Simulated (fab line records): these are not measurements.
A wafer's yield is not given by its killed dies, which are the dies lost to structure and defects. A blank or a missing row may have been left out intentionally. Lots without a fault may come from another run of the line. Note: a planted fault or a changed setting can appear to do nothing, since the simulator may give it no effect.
fab line records    flow gf180mcu
record lots=13  wafers=39  last_day=33
route steps=602 shown VT_IMPLANT@98 HV_LDD@223 M2@365
lots that met no fault: from a run of the same line without faults
start_h: hours from the record's first day to the start of the lot's first wafer shown    wait_h: hours elapsed since this lot's preceding step    " identical to the entry in the row above    L1.1+2: several wafers, shown together as one row    - no value present, or no start provided    * or withheld: withheld    < > ~ a bound
route shown NAME@n: a module of which the file shows steps, and the number in the route of the first    usual: mean/standard deviation of fault-free wafers    same: alike in all rows    chamber/n: place in a boat    sites: readings site by site    _std_site: the standard deviation of these    _edge_site: inner sites' mean taken away from outer sites' mean    radius_mm: how far each site lies from the wafer's centre    mask NAME#n: copy n    behind: the tool/chamber that last shaped the wafer    hold: what put the lot on hold/how long, in hours/how the hold closed    device: names the non-switching transistor (n, p or np)    end of line: tests of these same wafers at the route's end    a step without rows: its recipe alone    killed: the dies lost at the first sort to structure and to defects; this is not the yield of the wafer    map: shows each die of a wafer: x if killed, . if not, _ if none is there
set.NAME: the setting that was run; set.NAME@STEP: the one run at that earlier step    model.NAME: the simulator's own value behind a step, which no gauge read
the route's steps for a sample of lots (tables are steps, rows are wafers)
services: a tool's chamber out of use, with start hour (start_h, from the record's first day; less than 0 if before it), hours out, and reason
## steps
# step GF_VT_IMPLANT_IMPLANT_08
# recipe species=BF2  energy_kev=20  dose_cm2=8.29e+12  tilt_deg=7
# usual dose_ions_cm2=8.29e+12/8.1e+09  faraday_current_uA=46.7/0.98
lot.wafer  tool          chamber  start_h  wait_h  dose_ions_cm2  faraday_current_uA
L630.1     implanter-02  0        110.94   0.0     8.282e+12      46.9
L630.4     "             0        "        "       8.29e+12       46.3
L630.6     "             0        "        "       8.293e+12      48.8
L632.1     implanter-01  0        120.59   0.0     8.288e+12      49.1
L632.2     "             0        "        "       8.275e+12      46.3
L632.4     "             0        "        "       8.288e+12      46.5
L633.4     implanter-01  0        131.81   0.1     8.29e+12       47.0
L633.5     "             0        "        "       8.293e+12      46.5
L633.6     "             0        "        "       8.295e+12      46.5
L634.1     implanter-01  0        136.88   0.0     8.29e+12       45.8
L634.4     "             0        "        "       8.278e+12      45.8
L634.5     "             0        "        "       8.309e+12      48.2
L635.1     implanter-03  0        143.58   0.0     8.304e+12      47.7
L635.2     "             0        "        "       8.289e+12      46.9
L635.3     "             0        "        "       8.295e+12      47.0
L637.1     implanter-01  0        154.83   0.0     8.294e+12      47.0
L637.2     "             0        "        "       8.292e+12      45.3
L637.3     "             0        "        "       8.287e+12      47.6
L640.1     implanter-03  0        173.38   0.0     8.289e+12      44.9
L640.5     "             0        "        "       8.289e+12      46.4
L640.6     "             0        "        "       8.289e+12      46.7
L641.1     implanter-01  0        178.73   0.0     8.29e+12       46.3
L641.3     "             0        "        "       8.288e+12      46.2
L641.5     "             0        "        "       8.286e+12      45.1
L648.4     implanter-02  0        218.76   0.1     8.294e+12      45.9
L648.5     "             0        "        "       8.299e+12      47.8
L648.6     "             0        "        "       8.302e+12      49.4
L649.2     implanter-03  0        226.76   0.0     1.2178e+13     68.4
L649.3     "             0        "        "       1.2154e+13     68.9
L649.5     "             0        "        "       1.216e+13      68.4
L650.1     implanter-03  0        231.38   0.0     1.2164e+13     67.1
L650.5     "             0        "        "       1.2158e+13     68.4
L650.6     "             0        "        "       1.2169e+13     69.2
L651.4     implanter-01  0        240.11   0.1     8.287e+12      47.0
L651.5     "             0        "        "       8.278e+12      46.1
L651.6     "             0        "        "       8.296e+12      45.2
L652.1     implanter-01  0        243.98   0.0     8.291e+12      47.5
L652.3     "             0        "        "       8.279e+12      48.2
L652.4     "             0        "        "       8.28e+12       46.8
# step GF_VT_IMPLANT_TW_MEAS_10
# usual VT_IMPLANT_TW=561/3.8
lot.wafer  tool           chamber  start_h  wait_h  VT_IMPLANT_TW
L630.1     film_metro-04  -        111.19   0.1     558
L630.4     "              -        "        "       559
L630.6     "              -        "        "       556
L632.1     film_metro-01  -        120.84   0.1     566
L632.2     "              -        "        "       566
L632.4     "              -        "        "       565
L633.4     film_metro-01  -        132.01   0.1     568
L633.5     "              -        "        "       568
L633.6     "              -        "        "       567
L634.1     film_metro-01  -        137.13   0.1     564
L634.4     "              -        "        "       565
L634.5     "              -        "        "       566
L635.1     film_metro-01  -        143.83   0.1     567
L635.2     "              -        "        "       562
L635.3     "              -        "        "       565
L637.1     film_metro-01  -        155.08   0.1     564
L637.2     "              -        "        "       565
L637.3     "              -        "        "       563
L640.1     film_metro-01  -        173.63   0.1     567
L640.5     "              -        "        "       566
L640.6     "              -        "        "       567
L641.1     film_metro-04  -        178.98   0.1     556
L641.3     "              -        "        "       559
L641.5     "              -        "        "       557
L648.4     film_metro-03  -        218.96   0.1     556
L648.5     "              -        "        "       556
L648.6     "              -        "        "       556
L649.2     film_metro-03  -        226.99   0.1     625
L649.3     "              -        "        "       629
L649.5     "              -        "        "       628
L650.1     film_metro-03  -        231.63   0.1     625
L650.5     "              -        "        "       626
L650.6     "              -        "        "       629
L651.4     film_metro-03  -        240.31   0.1     555
L651.5     "              -        "        "       558
L651.6     "              -        "        "       560
L652.1     film_metro-04  -        244.23   0.1     560
L652.3     "              -        "        "       563
L652.4     "              -        "        "       558
# step GF_HV_LDD_OVL_MEAS_47
# usual HV_LDD_03_OVL=0.8/1.6
lot.wafer  tool        chamber  start_h  wait_h  HV_LDD_03_OVL[nm]
L630.1     overlay-01  -        272.22   0.1     3.6
L630.4     "           -        "        "       1.6
L630.6     "           -        "        "       1.6
L632.1     overlay-01  -        281.27   0.1     1.4
L632.2     "           -        "        "       1.3
L632.4     "           -        "        "       1.4
L633.4     overlay-02  -        299.57   0.1     -0.1
L633.5     "           -        "        "       -0.4
L633.6     "           -        "        "       -0.6
L634.1     overlay-02  -        312.86   0.1     1.5
L634.4     "           -        "        "       1.4
L634.5     "           -        "        "       0.9
L635.1     overlay-01  -        323.31   0.1     -2.0
L635.2     "           -        "        "       0.5
L635.3     "           -        "        "       1.4
L637.1     overlay-02  -        352.32   0.1     2.0
L637.2     "           -        "        "       -0.2
L637.3     "           -        "        "       -0.9
L640.1     overlay-01  -        368.75   0.1     0.7
L640.5     "           -        "        "       0.7
L640.6     "           -        "        "       -0.1
L641.1     overlay-02  -        373.00   0.1     2.6
L641.3     "           -        "        "       3.8
L641.5     "           -        "        "       1.2
L648.4     overlay-01  -        413.68   0.1     2.7
L648.5     "           -        "        "       2.4
L648.6     "           -        "        "       2.2
L649.2     overlay-02  -        421.67   0.1     2.2
L649.3     "           -        "        "       0.3
L649.5     "           -        "        "       1.2
L650.1     overlay-01  -        422.56   0.1     -0.9
L650.5     "           -        "        "       0.5
L650.6     "           -        "        "       -2.4
L651.4     overlay-01  -        434.08   0.1     0.3
L651.5     "           -        "        "       0.6
L651.6     "           -        "        "       -1.9
L652.1     overlay-01  -        442.45   0.1     3.2
L652.3     "           -        "        "       3.0
L652.4     "           -        "        "       0.9
# step GF_HV_LDD_ETCHBACK_58
# recipe chemistry=CH3F/O2  target=Si3N4  stop_on=SiO2  source_w=400  bias_w=80  pressure_mtorr=25  ch3f_flow_sccm=40  O2_flow_sccm=30  time_s=100  target_depth_a=900
# usual chamber_pressure_mTorr=25.003/0.023  drypump_motor_current_A=5.7/0.43  oes_product_au=0.841/0.0066  rf_fwd_power_W=397.7/1.6  throttle_valve_pct=10.561/0.0088
lot.wafer  tool         chamber  start_h  wait_h  chamber_pressure_mTorr  drypump_motor_current_A  oes_product_au  rf_fwd_power_W  rf_hours_counter_h  throttle_valve_pct
L630.1     rie_diel-04  3        277.07   0.1     24.971                  5.6                      0.843           397.5           134                 10.577
L630.4     "            0        "        "       24.994                  5.4                      0.827           398.0           10                  10.537
L630.6     "            3        "        "       24.979                  5.5                      0.832           399.6           -                   10.564
L632.1     rie_diel-03  0        285.39   0.1     25.021                  5.5                      0.837           399.6           76                  10.577
L632.2     "            3        "        "       24.992                  5.6                      0.832           399.1           11                  10.565
L632.4     "            2        "        "       24.990                  6.1                      0.840           397.8           100                 10.561
L633.4     rie_diel-03  3        302.71   0.0     24.980                  5.6                      0.837           395.8           12                  10.545
L633.5     "            2        "        "       25.015                  6.1                      0.839           395.5           -                   10.555
L633.6     "            3        "        "       25.008                  5.6                      0.841           395.8           -                   10.565
L634.1     rie_diel-03  2        316.01   0.1     25.001                  6.1                      0.833           398.6           101                 10.555
L634.4     "            3        "        "       24.970                  5.6                      0.841           398.3           12                  10.574
L634.5     "            1        "        "       25.037                  5.3                      0.841           397.1           -                   10.569
L635.1     rie_diel-03  2        326.46   0.1     24.983                  6.1                      0.845           396.5           101                 10.564
L635.2     "            0        "        "       25.004                  5.5                      0.846           397.8           77                  10.563
L635.3     "            1        "        "       24.999                  5.2                      0.842           396.0           64                  10.563
L637.1     rie_diel-04  2        355.85   0.1     25.010                  5.6                      0.835           396.6           84                  10.563
L637.2     "            0        "        "       24.985                  5.4                      0.840           398.0           11                  10.552
L637.3     "            1        "        "       25.019                  6.2                      0.842           399.4           1                   10.553
L640.1     rie_diel-03  2        372.92   0.1     25.032                  6.1                      0.831           398.5           102                 10.562
L640.5     "            3        "        "       24.990                  5.6                      0.839           396.4           -                   10.554
L640.6     "            2        "        "       24.998                  6.1                      0.841           398.1           -                   10.561
L641.1     rie_diel-01  1        376.16   0.1     24.982                  6.6                      0.829           395.9           1                   10.567
L641.3     "            3        "        "       25.015                  5.3                      0.835           396.4           3                   10.561
L641.5     "            1        "        "       24.983                  6.6                      0.841           397.2           -                   10.558
L648.4     rie_diel-01  0        416.82   0.0     24.994                  4.9                      0.838           395.5           1                   10.567
L648.5     "            2        "        "       25.014                  5.6                      0.843           396.1           -                   10.564
L648.6     "            1        "        "       25.000                  6.6                      0.841           398.2           -                   10.556
L649.2     rie_diel-04  3        425.05   0.0     24.965                  5.6                      0.845           400.0           2                   10.570
L649.3     "            2        "        "       25.009                  5.6                      0.834           396.7           86                  10.563
L649.5     "            0        "        "       25.037                  5.4                      0.841           399.5           -                   10.568
L650.1     rie_diel-03  3        426.48   0.1     24.998                  5.6                      0.843           397.4           15                  10.561
L650.5     "            1        "        "       25.013                  5.3                      0.835           396.4           -                   10.542
L650.6     "            0        "        "       24.981                  5.5                      0.843           399.5           -                   10.575
L651.4     rie_diel-01  3        437.22   0.0     24.992                  5.4                      0.842           395.3           4                   10.538
L651.5     "            1        "        "       24.989                  6.6                      0.835           396.7           -                   10.566
L651.6     "            0        "        "       24.983                  5.0                      0.854           399.0           -                   10.567
L652.1     rie_diel-01  0        445.61   0.1     25.006                  5.0                      0.834           398.0           2                   10.561
L652.3     "            1        "        "       25.026                  6.6                      0.847           395.0           3                   10.579
L652.4     "            3        "        "       24.999                  5.3                      0.846           398.3           4                   10.557
# step GF_M2_SPUTTER_03
# recipe material=Ti  target_thk_nm=10  substrate_temp_c=300  chamber_pressure_pa=0.3  power_w=3000  time_s=6.7
# usual throttle_valve_pct=29.4/1.1
lot.wafer  tool            chamber  start_h  wait_h  throttle_valve_pct
L630.1     pvd_sputter-02  -        411.66   0.0     29.9
L630.4     "               -        "        "       30.7
L630.6     "               -        "        "       27.8
L632.1     pvd_sputter-02  -        421.99   0.0     28.6
L632.2     "               -        "        "       29.8
L632.4     "               -        "        "       27.3
L633.4     pvd_sputter-04  -        439.94   0.0     29.8
L633.5     "               -        "        "       28.8
L633.6     "               -        "        "       29.6
L634.1     pvd_sputter-03  -        456.77   0.0     29.9
L634.4     "               -        "        "       30.2
L634.5     "               -        "        "       29.9
L635.1     pvd_sputter-03  -        471.90   0.0     30.1
L635.2     "               -        "        "       30.0
L635.3     "               -        "        "       31.1
L637.1     pvd_sputter-04  -        503.98   0.0     29.8
L637.2     "               -        "        "       29.5
L637.3     "               -        "        "       28.9
L640.1     pvd_sputter-02  -        523.19   0.0     30.8
L640.5     "               -        "        "       29.9
L640.6     "               -        "        "       30.6
L641.1     pvd_sputter-02  -        526.03   0.0     30.6
L641.3     "               -        "        "       27.3
L641.5     "               -        "        "       27.4
L648.4     pvd_sputter-03  -        564.03   0.0     31.2
L648.5     "               -        "        "       30.0
L648.6     "               -        "        "       30.2
L649.2     pvd_sputter-04  -        570.71   0.0     29.4
L649.3     "               -        "        "       29.6
L649.5     "               -        "        "       29.5
L650.1     pvd_sputter-02  -        572.10   0.0     27.6
L650.5     "               -        "        "       28.4
L650.6     "               -        "        "       27.3
L651.4     pvd_sputter-04  -        581.39   0.0     30.2
L651.5     "               -        "        "       28.8
L651.6     "               -        "        "       29.9
L652.1     pvd_sputter-02  -        588.38   0.0     29.7
L652.3     "               -        "        "       27.2
L652.4     "               -        "        "       28.5
## services
tool            chamber  start_h  hours  kind
implanter-01    -        105.19   1.4    repair
rie_diel-03     0        113.15   9.3    repair
pvd_sputter-02  -        128.68   4.5    repair
pvd_sputter-02  -        154.35   1.4    repair
rie_diel-01     1        157.09   8.3    repair
implanter-03    -        167.14   3.7    pm
implanter-01    -        172.35   3.1    repair
implanter-01    -        175.45   3.1    repair
rie_diel-03     2        183.25   4.0    repair
rie_diel-01     2        199.99   11.7   repair
implanter-01    -        248.84   2.0    repair
rie_diel-01     2        252.92   10.9   repair
rie_diel-01     1        261.57   1.6    repair
implanter-03    -        317.23   2.5    repair
implanter-01    -        404.53   2.8    repair
rie_diel-01     3        408.96   5.3    repair
rie_diel-03     -        418.75   0.6    repair
implanter-01    -        419.73   1.5    repair
implanter-03    -        433.72   9.7    repair
implanter-01    -        437.45   3.5    repair
implanter-03    -        462.08   3.6    pm
rie_diel-03     2        487.39   8.6    repair
implanter-01    -        493.38   4.6    pm
rie_diel-03     3        505.59   6.1    repair
## key
first_sign step=GF_VT_IMPLANT_IMPLANT_08  reading=dose_ions_cm2  direction=up  sigmas=99+  usual=8.29e+12  struck=1.2164e+13
effect step=GF_VT_IMPLANT_IMPLANT_08  reading=faraday_current_uA  direction=up  sigmas=22  usual=46.7  struck=68.4
effect step=GF_VT_IMPLANT_TW_MEAS_10  reading=VT_IMPLANT_TW  direction=up  sigmas=17  usual=561  struck=627
met_at GF_VT_IMPLANT_IMPLANT_08
struck_lots L649,L650
tester_left_out L649,L650
not_acting_at GF_HV_LDD_OVL_MEAS_47,GF_HV_LDD_ETCHBACK_58,GF_M2_SPUTTER_03
onset_between 173.38 226.76
fault kind=process_parameter_drift  tool=implanter-03  chamber=-  onset_h=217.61  steps=GF_VT_IMPLANT_IMPLANT_08  channel=dose_cm2  offset=3.8748e+12  shape=step  end_h=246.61  acts_in=these_recipes_only  stated=8.29e+12
# tester_left_out: of these lots the tester's yield and bins aren't shown, on N5 and GAA mostly nor the transistor test; their killed dies are dies lost to structure and defects alone, not to doping, threshold or leakage, so they don't give the yield
